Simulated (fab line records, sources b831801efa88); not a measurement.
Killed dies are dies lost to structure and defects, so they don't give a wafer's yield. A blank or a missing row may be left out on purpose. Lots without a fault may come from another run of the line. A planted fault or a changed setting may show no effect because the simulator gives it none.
One fault seen from 2 desks | flow gf180mcu | each desk has only its own numbers; what lay behind them comes last

THE METROLOGY DESK
What the gauges read, lot by lot, whatever tool the lot ran on: means of the sampled wafers that have a number. A lot is out of limits, marked OUT, if its mean lies more than 4 standard deviations from the usual mean; the brackets give that distance.
Columns: A = V3_BOW at GF_V3_BOW_MEAS_05, usual 117 um
lot  | first seen here | A
L643 | day 22 03:44    | 127
L646 | day 22 20:33    | 119
L650 | day 24 08:13    | 122
L653 | day 25 06:13    | 117
L654 | day 25 15:21    | 111
L657 | day 26 15:49    | 121
L658 | day 26 20:47    | 126
L660 | day 27 12:18    | 111
L661 | day 27 20:06    | 113
L662 | day 28 04:16    | 117
L663 | day 28 09:25    | 127
L664 | day 28 17:49    | 117
L665 | day 28 19:05    | 101
This desk's finding: nothing out of limits on any of the 13 lots.

THE TOOL OWNER'S DESK: plasma_asher-04
The tool's own readings at GF_M3_STRIP_17 (strips in O2/N2): means of the sampled wafers that have a number, for each lot that ran on this tool. A lot is out of limits, marked OUT, if its mean lies more than 4 standard deviations from the usual mean; the brackets give that distance.
Columns: A = chamber_pressure_mTorr at GF_M3_STRIP_17, usual 1500.1 mTorr; B = drypump_motor_current_A at GF_M3_STRIP_17, usual 5.9 A; C = heater_power_w at GF_M3_STRIP_17, usual 353 W; D = oes_product_au at GF_M3_STRIP_17, usual 0.537 a.u.; E = strip_time_to_endpoint_s at GF_M3_STRIP_17, usual 7.39 s
lot  | first seen here | A      | B   | C   | D     | E
L643 | day 22 02:38    | 1501.1 | 5.7 | 330 | 0.541 | 7.37
L646 | day 22 19:23    | 1499.4 | 5.7 | 328 | 0.536 | 7.45
L665 | day 28 17:59    | 1498.6 | 6.0 | 360 | 0.534 | 7.43
This desk's finding: nothing out of limits on any of the 3 lots.

PUT TOGETHER
The metrology desk saw nothing out of limits.
The tool owner's desk saw nothing out of limits.

WHAT THE SIMULATOR HAD PUT IN
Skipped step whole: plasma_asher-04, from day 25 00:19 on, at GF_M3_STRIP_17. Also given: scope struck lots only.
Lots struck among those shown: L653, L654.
